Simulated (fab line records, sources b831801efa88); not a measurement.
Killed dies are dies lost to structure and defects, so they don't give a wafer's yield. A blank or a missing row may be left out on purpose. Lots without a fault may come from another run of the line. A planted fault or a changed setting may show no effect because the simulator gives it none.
Chamber matching | flow sky130 | SKY_VIA1_CMP_02 on cmp-01: 4 sister chambers
The step polishes SiO2. 36 wafers are shown with their chamber, then 12 later ones without.

WAFERS WITH THEIR CHAMBER
wafer  | chamber | motor_current_A (A)
L075.3 | 2       | 13.7
L075.4 | 0       | 13.6
L075.5 | 1       | 11.3
L075.1 | 3       | 12.3
L075.2 | 1       | 12.2
L075.6 | 0       | 13.0
L077.1 | 2       | 12.9
L077.4 | 0       | 13.0
L077.5 | 0       | 14.0
L080.1 | 2       | 13.1
L080.4 | 0       | 12.8
L080.5 | 1       | 11.6
L084.1 | 1       | 11.5
L084.4 | 2       | 13.6
L084.6 | 3       | 11.8
L085.1 | 0       | 13.4
L085.3 | 1       | 12.1
L085.5 | 2       | 13.1
L088.1 | 2       | 13.8
L088.4 | 3       | 11.4
L088.6 | 1       | 11.9
L090.2 | 1       | 11.8
L090.4 | 0       | 13.7
L090.5 | 3       | 12.2
L091.1 | 0       | 13.7
L091.2 | 1       | 11.2
L091.4 | 3       | 11.8
L092.1 | 0       | 13.6
L092.2 | 1       | 12.0
L092.3 | 2       | 13.4
L092.4 | 3       | 11.8
L092.5 | 1       | 12.0
L092.6 | 0       | 13.6
L093.2 | 0       | 13.3
L093.3 | 3       | 11.8
L093.4 | 1       | 11.9

SIGNATURES (means of the wafers above)
reading         | chamber 0 | chamber 1 | chamber 2 | chamber 3 | scatter within a chamber
motor_current_A | 13.427    | 11.773    | 13.371    | 11.871    | 0.339
Rule: a wafer's distance from a chamber is the root of the sum, over the readings, of the square of ((its reading less the chamber's mean) divided by the reading's scatter). The wafer belongs to the nearest chamber; if the next one is less than 2 further off, it can't be placed. The scatter: the root of (the sum of the squares of (reading less its chamber's mean) over the shown wafers, divided by (wafers less chambers)).

WAFERS WITHOUT THEIR CHAMBER
wafer  | motor_current_A (A)
L094.1 | 11.2
L094.3 | 13.7
L094.4 | 13.8
L094.2 | 12.0
L094.5 | 11.8
L094.6 | 13.9
L095.1 | 13.4
L095.3 | 11.5
L095.4 | 11.7
L097.1 | 13.1
L097.3 | 11.7
L097.4 | 11.6

WHICH CHAMBER EACH WENT THROUGH
wafer  | from the rows above     | in truth
L094.1 | can't be placed: 1 or 3 | 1
L094.3 | can't be placed: 0 or 2 | 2
L094.4 | can't be placed: 0 or 2 | 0
L094.2 | can't be placed: 3 or 1 | 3
L094.5 | can't be placed: 1 or 3 | 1
L094.6 | can't be placed: 0 or 2 | 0
L095.1 | can't be placed: 0 or 2 | 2
L095.3 | can't be placed: 1 or 3 | 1
L095.4 | can't be placed: 1 or 3 | 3
L097.1 | can't be placed: 2 or 0 | 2
L097.3 | can't be placed: 1 or 3 | 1
L097.4 | can't be placed: 1 or 3 | 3
Placed correctly: 0 of 12. Can't be placed from these rows: 12 (the true chamber is among the candidates in 12). Placed wrongly: 0.
